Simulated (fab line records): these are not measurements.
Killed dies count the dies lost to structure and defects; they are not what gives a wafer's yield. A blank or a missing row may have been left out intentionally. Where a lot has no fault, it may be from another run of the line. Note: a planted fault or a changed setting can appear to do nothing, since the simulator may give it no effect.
fab line records	flow sky130
[record] lots = 14	wafers = 40	last-day = 50
route steps=708 shown CONTACT@422 VIA1@458
lots untouched by any fault: they come from a run of this same line in which no faults occurred
start-h: hours from the record's opening day to when the first of the lot's shown wafers began	wait-h: hours from the lot's prior step to this one	" repeats the value in the row above	L1.1+2: several wafers, shown together as one row	- no value present, or no start provided	* or withheld: withheld	< > ~ a bound
route shown NAME@n: names a module that has steps shown in the file, with the first one's number in the route	usual: average and standard deviation across the fault-free wafers	same: alike in all rows	chamber/n: place in a boat	sites: each site's reading	_std_site: their standard deviation	_edge_site: the outer-site mean with the inner-site mean subtracted	radius-mm: for every site, how far away it sits from the centre of the wafer	mask NAME#n: copy n	behind: the last tool/chamber to shape the wafer	hold: why the lot was held/for how many hours/how that ended	device: transistor that didn't switch, given as n, p or np	end of line: the route-end tests of the same wafers	a step without rows: its recipe alone	killed: not the wafer's yield, but the dies lost to structure and defects at the first sort	map: per-die view of a wafer (x killed, . not killed, _ where there is no die)
set.NAME: the run value of the setting; set.NAME@STEP: its run value at that earlier step	model.NAME: the simulator's own value behind a step, which no gauge read
the route's steps for a sample of lots (tables are steps, rows are wafers)
services: a tool's chamber out of use, with start hour (start-h, from the record's first day; less than 0 if before it), hours out, and reason
[[steps]]
[step SKY_CONTACT_ETCH_16]
[recipe] chemistry = N2/H2	target = BARC	ion-energy-ev = 200	source-w = 500	bias-w = 100	pressure-mtorr = 30	n2-flow-sccm = 100	h2-flow-sccm = 200	stop-on = SiO2	time-s = 45.9	target-depth-a = 600
[usual] drypump-motor-current-A = 5.6/0.5	oes-product-au = 0.854/0.005	throttle-valve-pct = 13.225/0.0091
lot.wafer	tool	chamber	start-h	wait-h	drypump-motor-current-A	oes-product-au	rf-hours-counter-h	throttle-valve-pct
L747.2	rie-diel-02	1	766.59	0.0	5.5	0.868	18	13.225
L747.4	"	0	"	"	5.5	0.853	5	13.236
L747.5	"	3	"	"	5.4	0.857	-	13.233
L749.3	rie-diel-04	1	771.57	0.0	5.7	0.852	14	13.224
L749.4	"	2	"	"	6.5	0.854	4	13.215
L749.5	"	2	"	"	6.5	0.860	-	13.237
L750.3	rie-diel-03	2	779.59	0.0	5.2	0.848	37	13.218
L750.5	"	2	"	"	5.2	0.856	-	13.219
L750.6	"	1	"	"	6.0	0.847	-	13.229
L751.1	rie-diel-03	1	781.92	0.0	6.0	0.860	12	13.233
L751.3	"	2	"	"	5.2	0.854	37	13.218
L751.5	"	2	"	"	5.2	0.851	-	13.214
L752.2	rie-diel-03	1	788.32	0.0	6.0	0.853	12	13.214
L752.3	"	0	"	"	5.0	0.854	6	13.233
L753.1	rie-diel-02	0	803.10	0.0	5.5	0.864	6	13.215
L753.3	"	2	"	"	4.8	0.852	12	13.219
L753.5	"	1	"	"	5.5	0.853	-	13.213
L755.1	rie-diel-04	1	810.85	0.0	5.8	0.857	15	13.228
L755.2	"	3	"	"	5.9	0.851	10	13.233
L755.3	"	0	"	"	6.0	0.853	19	13.213
L756.1	rie-diel-03	3	818.94	0.0	6.1	0.855	6	13.210
L756.3	"	0	"	"	5.0	0.849	8	13.218
L756.6	"	0	"	"	5.0	0.859	-	13.233
L757.2	rie-diel-03	0	822.34	0.0	5.0	0.853	8	13.232
L757.5	"	1	"	"	6.0	0.852	-	13.231
L757.6	"	0	"	"	5.0	0.857	-	13.222
L758.4	rie-diel-02	0	839.64	0.0	5.5	0.849	6	13.232
L758.5	"	0	"	"	5.5	0.863	-	13.220
L758.6	"	3	"	"	5.4	0.851	-	13.223
L759.1	rie-diel-03	2	850.32	0.0	5.2	0.855	0	13.212
L759.2	"	0	"	"	5.0	0.849	9	13.225
L759.6	"	1	"	"	6.0	0.858	-	13.228
L760.2	rie-diel-03	1	857.24	0.0	6.0	0.852	15	13.239
L760.4	"	3	"	"	6.1	0.858	8	13.228
L766.2	rie-diel-02	3	898.82	0.0	5.4	0.854	20	13.220
L766.4	"	0	"	"	5.5	0.851	8	13.248
L766.6	"	3	"	"	5.4	0.858	-	13.225
L768.1	rie-diel-04	0	907.69	0.0	6.0	0.860	23	13.221
L768.2	"	1	"	"	5.8	0.867	17	13.229
L768.4	"	3	"	"	5.9	0.851	13	13.231
[step SKY_VIA1_HDPCVD_00]
[recipe] material = SiO2	target-thk-nm = 1030	sigma-open-frac = 0.3	time-s = 171.7	temp-c = 400	sih4-flow-sccm = 60	pressure-mtorr = 6
[usual] sih4-flow-sccm = 59.99/0.21
lot.wafer	tool	chamber	start-h	wait-h	sih4-flow-sccm
L747.2	hdpcvd-01	1	795.92	0.0	60.05
L747.4	"	2	"	"	60.37
L747.5	"	1	"	"	59.83
L749.3	hdpcvd-01	0	801.14	0.0	59.92
L749.4	"	0	"	"	59.69
L749.5	"	2	"	"	60.22
L750.3	hdpcvd-02	0	809.53	0.0	60.07
L750.5	"	1	"	"	60.03
L750.6	"	2	"	"	59.64
L751.1	hdpcvd-02	1	811.61	0.0	59.85
L751.3	"	2	"	"	59.90
L751.5	"	1	"	"	60.13
L752.2	hdpcvd-02	2	816.49	0.0	59.86
L752.3	"	0	"	"	59.96
L753.1	hdpcvd-01	2	831.64	0.0	59.95
L753.3	"	0	"	"	59.85
L753.5	"	1	"	"	59.97
L755.1	hdpcvd-02	1	839.26	0.0	59.88
L755.2	"	0	"	"	59.70
L755.3	"	2	"	"	60.16
L756.1	hdpcvd-01	2	848.30	0.0	60.03
L756.3	"	0	"	"	59.80
L756.6	"	0	"	"	59.85
L757.2	hdpcvd-01	2	850.75	0.0	59.58
L757.5	"	2	"	"	60.02
L757.6	"	0	"	"	59.85
L758.4	hdpcvd-01	1	868.11	0.1	59.66
L758.5	"	0	"	"	60.36
L758.6	"	2	"	"	60.50
L759.1	hdpcvd-01	1	878.87	0.0	60.15
L759.2	"	2	"	"	60.35
L759.6	"	2	"	"	60.40
L760.2	hdpcvd-01	0	885.27	0.0	59.73
L760.4	"	2	"	"	60.07
L766.2	hdpcvd-02	1	927.19	0.0	51.17
L766.4	"	2	"	"	59.79
L766.6	"	0	"	"	60.25
L768.1	hdpcvd-02	0	935.26	0.0	59.85
L768.2	"	2	"	"	59.97
L768.4	"	1	"	"	51.33
[step SKY_VIA1_THK_MEAS_01]
[recipe] reads = SiO2_of_VIA1_HDPCVD_00
[usual] VIA1_HDPCVD_THK = 1033/14
lot.wafer	tool	chamber	start-h	wait-h	hold	VIA1_HDPCVD_THK[nm]
L747.2	film-metro-01	-	796.04	0.1	-	1027
L747.4	"	-	"	"	-	1041
L747.5	"	-	"	"	-	1012
L749.3	film-metro-02	-	801.28	0.1	-	1011
L749.4	"	-	"	"	-	1015
L749.5	"	-	"	"	-	1031
L750.3	film-metro-03	-	809.66	0.1	-	1050
L750.5	"	-	"	"	-	1037
L750.6	"	-	"	"	-	1048
L751.1	film-metro-02	-	811.72	0.1	-	1039
L751.3	"	-	"	"	-	1043
L751.5	"	-	"	"	-	1041
L752.2	film-metro-02	-	816.61	0.1	-	1042
L752.3	"	-	"	"	-	1044
L753.1	film-metro-03	-	831.76	0.1	-	1035
L753.3	"	-	"	"	-	1013
L753.5	"	-	"	"	-	1010
L755.1	film-metro-02	-	839.37	0.1	-	1042
L755.2	"	-	"	"	-	1058
L755.3	"	-	"	"	-	1054
L756.1	film-metro-02	-	848.41	0.1	-	1030
L756.3	"	-	"	"	-	1009
L756.6	"	-	"	"	-	1006
L757.2	film-metro-03	-	850.87	0.1	-	1047
L757.5	"	-	"	"	-	1042
L757.6	"	-	"	"	-	1026
L758.4	film-metro-02	-	868.20	0.0	-	1017
L758.5	"	-	"	"	-	1021
L758.6	"	-	"	"	-	1043
L759.1	film-metro-03	-	878.98	0.1	-	1034
L759.2	"	-	"	"	-	1045
L759.6	"	-	"	"	-	1038
L760.2	film-metro-01	-	885.40	0.1	-	1008
L760.4	"	-	"	"	-	1029
L766.2	film-metro-03	-	927.32	0.1	await-dispo/0.2h/release	878
L766.4	"	-	"	"	await-dispo/0.2h/release	1036
L766.6	"	-	"	"	await-dispo/0.2h/release	1055
L766.2	film-metro-03	-	927.54	0.2	-	878
L766.4	"	-	"	"	-	1037
L766.6	"	-	"	"	-	1055
L768.1	film-metro-03	-	935.38	0.1	await-dispo/0.2h/release	1045
L768.2	"	-	"	"	await-dispo/0.2h/release	1027
L768.4	"	-	"	"	await-dispo/0.2h/release	873
L768.1	film-metro-03	-	935.60	0.2	-	1045
L768.2	"	-	"	"	-	1026
L768.4	"	-	"	"	-	874
[step SKY_VIA1_CD_MEAS_12]
[recipe] target-cd-nm = 150
[usual] cd-nm = 150.0/1.9
lot.wafer	tool	chamber	start-h	wait-h	cd-nm
L747.2	cd-sem-02	-	822.70	-	149.1
L747.4	"	-	"	"	149.1
L747.5	"	-	"	"	149.7
L749.3	cd-sem-02	-	827.39	-	149.4
L749.4	"	-	"	"	148.2
L749.5	"	-	"	"	148.7
L750.3	cd-sem-02	-	836.09	-	144.6
L750.5	"	-	"	"	144.4
L750.6	"	-	"	"	146.1
L751.1	cd-sem-01	-	837.68	-	150.5
L751.3	"	-	"	"	149.9
L751.5	"	-	"	"	150.2
L752.2	cd-sem-01	-	843.28	-	149.9
L752.3	"	-	"	"	150.5
L753.1	cd-sem-02	-	857.93	-	150.3
L753.3	"	-	"	"	149.2
L753.5	"	-	"	"	150.4
L755.1	cd-sem-02	-	866.41	-	150.8
L755.2	"	-	"	"	149.6
L755.3	"	-	"	"	149.1
L756.1	cd-sem-01	-	875.01	-	151.0
L756.3	"	-	"	"	151.5
L756.6	"	-	"	"	150.6
L757.2	cd-sem-02	-	877.00	-	149.6
L757.5	"	-	"	"	151.7
L757.6	"	-	"	"	150.7
L758.4	cd-sem-02	-	894.41	-	153.7
L758.5	"	-	"	"	152.8
L758.6	"	-	"	"	151.9
L759.1	cd-sem-01	-	905.03	-	151.2
L759.2	"	-	"	"	151.4
L759.6	"	-	"	"	151.2
L760.2	cd-sem-02	-	911.20	-	149.6
L760.4	"	-	"	"	148.8
L766.2	cd-sem-01	-	952.87	-	150.4
L766.4	"	-	"	"	149.9
L766.6	"	-	"	"	151.3
L768.1	cd-sem-02	-	960.03	-	146.8
L768.2	"	-	"	"	147.5
L768.4	"	-	"	"	148.1
[step SKY_VIA1_ETCH_14]
[recipe] chemistry = N2/H2	target = BARC	ion-energy-ev = 200	source-w = 500	bias-w = 100	pressure-mtorr = 30	n2-flow-sccm = 100	h2-flow-sccm = 200	stop-on = SiO2	time-s = 45.9	target-depth-a = 600
[usual] drypump-motor-current-A = 5.5/0.5	oes-product-au = 0.854/0.0048	throttle-valve-pct = 13.225/0.0088
lot.wafer	tool	chamber	start-h	wait-h	drypump-motor-current-A	oes-product-au	rf-hours-counter-h	throttle-valve-pct
L747.2	rie-diel-01	2	822.84	0.0	5.5	0.853	4	13.227
L747.4	"	3	"	"	4.8	0.852	-	13.239
L747.5	"	2	"	"	5.4	0.862	-	13.229
L749.3	rie-diel-03	3	827.50	0.0	6.1	0.861	7	13.218
L749.4	"	0	"	"	5.0	0.853	-	13.225
L749.5	"	1	"	"	6.0	0.861	-	13.237
L750.3	rie-diel-03	3	836.20	0.0	6.1	0.854	7	13.236
L750.5	"	1	"	"	6.0	0.861	-	13.222
L750.6	"	0	"	"	5.0	0.850	-	13.222
L751.1	rie-diel-01	2	837.84	0.0	5.5	0.840	5	13.217
L751.3	"	3	"	"	4.8	0.840	9	13.227
L751.5	"	3	"	"	4.8	0.848	-	13.222
L752.2	rie-diel-03	0	843.42	0.0	5.0	0.850	8	13.216
L752.3	"	3	"	"	6.1	0.863	7	13.231
L753.1	rie-diel-03	2	858.09	0.0	5.3	0.853	0	13.228
L753.3	"	1	"	"	6.0	0.857	15	13.209
L753.5	"	3	"	"	6.1	0.850	-	13.226
L755.1	rie-diel-03	1	866.57	0.0	6.0	0.862	15	13.214
L755.2	"	0	"	"	5.0	0.851	9	13.204
L755.3	"	3	"	"	6.1	0.858	8	13.232
L756.1	rie-diel-01	0	875.17	0.0	6.3	0.850	12	13.217
L756.3	"	2	"	"	5.5	0.855	6	13.224
L756.6	"	1	"	"	5.2	0.853	-	13.248
L757.2	rie-diel-01	3	877.14	0.0	4.9	0.856	10	13.221
L757.5	"	0	"	"	6.3	0.855	-	13.223
L757.6	"	1	"	"	5.2	0.853	-	13.220
L758.4	rie-diel-01	2	894.50	0.0	5.5	0.868	6	13.232
L758.5	"	0	"	"	6.3	0.856	-	13.231
L758.6	"	1	"	"	5.2	0.847	-	13.214
L759.1	rie-diel-03	1	905.19	0.0	6.0	0.851	16	13.225
L759.2	"	3	"	"	6.1	0.852	9	13.215
L759.6	"	3	"	"	6.1	0.858	-	13.234
L760.2	rie-diel-01	3	911.34	0.0	4.8	0.852	12	13.208
L760.4	"	0	"	"	6.2	0.850	-	13.216
L766.2	rie-diel-03	1	953.01	0.0	6.0	0.854	17	13.233
L766.4	"	0	"	"	5.0	0.859	12	13.225
L766.6	"	2	"	"	5.2	0.855	-	13.233
L768.1	rie-diel-03	1	960.19	0.0	6.0	0.854	18	13.217
L768.2	"	2	"	"	5.2	0.855	3	13.230
L768.4	"	3	"	"	6.1	0.858	11	13.225
[[services]]
tool	chamber	start-h	hours	kind
hdpcvd-02	-	769.15	0.8	pm
rie-diel-03	2	805.15	6.9	repair
hdpcvd-02	-	809.95	1.2	repair
rie-diel-02	0	810.84	10.1	repair
rie-diel-03	2	812.06	-	clean
rie-diel-03	2	812.06	31.5	scheduled-down
rie-diel-03	2	812.06	31.5	vent-cycle
rie-diel-01	0	818.13	4.7	repair
rie-diel-04	1	835.57	3.0	repair
hdpcvd-01	-	841.93	6.0	pm
rie-diel-01	0	843.58	3.4	repair
rie-diel-04	3	849.04	4.0	repair
rie-diel-01	1	853.21	4.7	repair
rie-diel-04	1	876.50	2.1	repair
rie-diel-04	1	885.64	20.5	repair
rie-diel-03	-	890.75	4.0	pm
hdpcvd-01	-	895.50	2.8	pm
rie-diel-02	1	899.49	6.3	repair
rie-diel-01	1	905.83	6.2	repair
rie-diel-03	-	907.36	2.8	pm
rie-diel-03	-	916.64	0.3	repair
rie-diel-01	3	928.80	8.2	repair
hdpcvd-02	-	950.25	15.0	pm
rie-diel-03	1	953.66	2.6	repair
[[key]]
[first-sign] step = SKY_VIA1_HDPCVD_00	reading = sih4-flow-sccm	direction = down	sigmas = 43	usual = 59.99	struck = 51.25
[effect] step = SKY_VIA1_THK_MEAS_01	reading = visit	direction = added
[effect] step = SKY_VIA1_THK_MEAS_01	reading = VIA1_HDPCVD_THK	direction = down	sigmas = 11	usual = 1033	struck = 876
met-at SKY_VIA1_HDPCVD_00
struck-lots L766,L768
struck-wafers L766.2,L768.4
sort-left-out L766.2
not-acting-at SKY_CONTACT_ETCH_16,SKY_VIA1_CD_MEAS_12,SKY_VIA1_ETCH_14
onset-between 839.26 927.19
[fault] kind = process-parameter-drift	tool = hdpcvd-02	chamber = 1	onset-h = 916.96	steps = SKY_VIA1_HDPCVD_00	channel = sih4-flow-sccm	offset = -9	shape = step	end-h = 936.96	acts-in = these-recipes-only	stated = 60
// sort-left-out: the simulated sort isn't trusted on such a fault, so these wafers' sort isn't shown, and their yield isn't known
